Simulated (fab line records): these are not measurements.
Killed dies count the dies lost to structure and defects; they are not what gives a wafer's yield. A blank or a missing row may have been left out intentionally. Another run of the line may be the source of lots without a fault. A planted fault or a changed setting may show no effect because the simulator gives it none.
The tool behind it: which one?    flow gf180mcu    21 wafers from 7 lots sampled at 3 of the route's 602 steps

WHAT EACH GAUGE READ, for each wafer
GF_V5_THK_MEAS_03.
lot   measured      on            V5_CVD_02_THK (nm)
L475  day 27 02:08  filmMetro-02  1418 1434 1445
L477  day 28 00:17  filmMetro-03  1448 1430 1461
L479  day 28 20:52  filmMetro-02  1456 1122 1477
L486  day 30 20:08  filmMetro-03  1437 1413 1155
L492  day 32 06:57  filmMetro-03  1438 1427 1436
L495  day 33 01:16  filmMetro-04  1435 1428 1468
L497  day 33 16:23  filmMetro-03  1441 1431 1456

TOOL THAT RAN EACH LOT (tool first, then ch and the chambers of the sampled wafers, then the start)
lot   GF_MIM_CVD_05                    GF_V5_CVD_02
L475  pecvd-03 ch 0,1, day 25 06:14    pecvd-04 ch 0,2, day 27 02:01
L477  pecvd-02 ch 0,1, day 26 04:07    pecvd-02 ch 0,1, day 28 00:11
L479  pecvd-01 ch 0,2, day 27 02:32    pecvd-01 ch 0,1,2, day 28 20:45
L486  pecvd-02 ch 0,1,2, day 29 04:06  pecvd-01 ch 0,1,2, day 30 20:02
L492  pecvd-01 ch 0,1, day 30 17:56    pecvd-04 ch 0,1,2, day 32 06:50
L495  pecvd-03 ch 0,1, day 31 13:00    pecvd-02 ch 0,1, day 33 01:09
L497  pecvd-02 ch 0,1,2, day 32 06:47  pecvd-02 ch 0,2, day 33 16:16
- GF_MIM_CVD_05: deposits Si3N4, target thk 42 nm, time 29.086 s.
- GF_V5_CVD_02: deposits SiO2 from TEOS, target thk 1450 nm, time 163.28 s.

THE ANSWER, worked out from the rows above alone
Rule: the lots themselves supply what counts as usual. The widest of any qualifying gaps counts: lots, ordered by their means at a reading, are off when they make up no more than a third of the lots, leave a main group of 4 or more, and stand apart from it by 3 or more times the standard deviation of that group's means. A main group is skipped when, at the precision printed for the reading in the tables above, its means are all equal. Also off: a lot with no number at a reading for which 4 or more lots have one. Where the step has rows for the other lots, those lots are counted as sound.
Off: at GF_V5_THK_MEAS_03 (V5_CVD_02_THK), L479, L486. The main group has a mean of 1440 nm with a standard deviation of 5.6.
If a tool, at a process step before that reading, ran all the lots that are off and no sound lot after the first of them, it fits. The gauges at GF_V5_THK_MEAS_03 are tried like those tools. One fits: GF_V5_CVD_02 on pecvd-01. It ran no sound lot before its first lot that is off in this sample, so the start can't be narrowed down.

WHAT WAS PUT IN BY THE SIMULATOR
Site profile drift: pecvd-01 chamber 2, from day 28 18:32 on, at GF_V5_CVD_02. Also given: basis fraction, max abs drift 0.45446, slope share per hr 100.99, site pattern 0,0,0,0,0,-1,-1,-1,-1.
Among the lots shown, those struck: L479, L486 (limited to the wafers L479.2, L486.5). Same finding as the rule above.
